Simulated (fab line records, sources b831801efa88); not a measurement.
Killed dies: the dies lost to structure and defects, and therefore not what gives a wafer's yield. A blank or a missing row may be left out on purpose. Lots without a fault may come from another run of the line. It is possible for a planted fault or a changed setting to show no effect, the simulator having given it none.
Matching of chambers ; flow gf180mcu ; 4 sister chambers for GF_V4_CMP_26 on cmp-01
The step polishes, stops on SiO2, t overpolish 15 s, target thk 0 nm. 14 wafers are shown with their chamber, then 7 later ones without.

## WAFERS PAIRED WITH THEIR CHAMBERS
wafer;chamber;motor-current-A (A);time-to-endpoint-s (s);overpolish-run-s (s)
L387.3;2;12.0;84;15.003
L387.4;3;12.0;86;15.005
L387.5;3;12.0;82;14.997
L392.2;1;10.0;92;14.983
L392.3;2;11.8;82;15.002
L392.6;1;10.4;95;14.996
L397.1;2;12.0;79;14.996
L397.5;2;11.4;83;14.992
L397.6;1;10.4;95;14.991
L400.2;3;12.3;87;15.007
L400.4;0;11.9;87;14.998
L400.5;1;10.3;90;15.002
L402.2;1;10.8;90;14.997
L402.4;3;12.5;83;15.002

SIGNATURES (averages over the wafers above)
reading;chamber 0;chamber 1;chamber 2;chamber 3;scatter within a chamber
motor-current-A;11.900;10.380;11.800;12.200;0.273
time-to-endpoint-s;87.00;92.40;82.00;84.50;2.37
overpolish-run-s;14.99800;14.99380;14.99825;15.00275;0.00587
Rule: distance of a wafer from a chamber = root of the sum over the readings of ((wafer's reading minus chamber's mean) / reading's scatter) squared. If the next closest chamber is less than 2 further off than the closest, the wafer can't be placed; otherwise it belongs to the closest. How the scatter is found: for the shown wafers, subtract from each reading the mean of its chamber, square and add these, divide the total by (wafers less chambers), then take the root.

## WAFERS WHOSE CHAMBER IS MISSING
wafer;motor-current-A (A);time-to-endpoint-s (s);overpolish-run-s (s)
L402.6;10.4;89;14.999
L403.1;11.1;83;15.013
L403.3;10.8;94;15.006
L403.6;12.0;85;14.990
L405.1;12.5;88;15.006
L405.2;10.6;93;15.011
L405.3;12.3;91;15.000

## EACH ONE'S CHAMBER
wafer;from the rows above;in truth
L402.6;1;1
L403.1;can't be placed: 2 or 0 or 3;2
L403.3;1;1
L403.6;can't be placed: 0 or 2 or 3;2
L405.1;can't be placed: 3 or 0 or 2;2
L405.2;1;1
L405.3;can't be placed: 0 or 3 or 2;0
Correctly placed: 3 of 7. Not placeable from these rows: 4 (in 4, the candidates include the true chamber). Placed wrongly: 0.
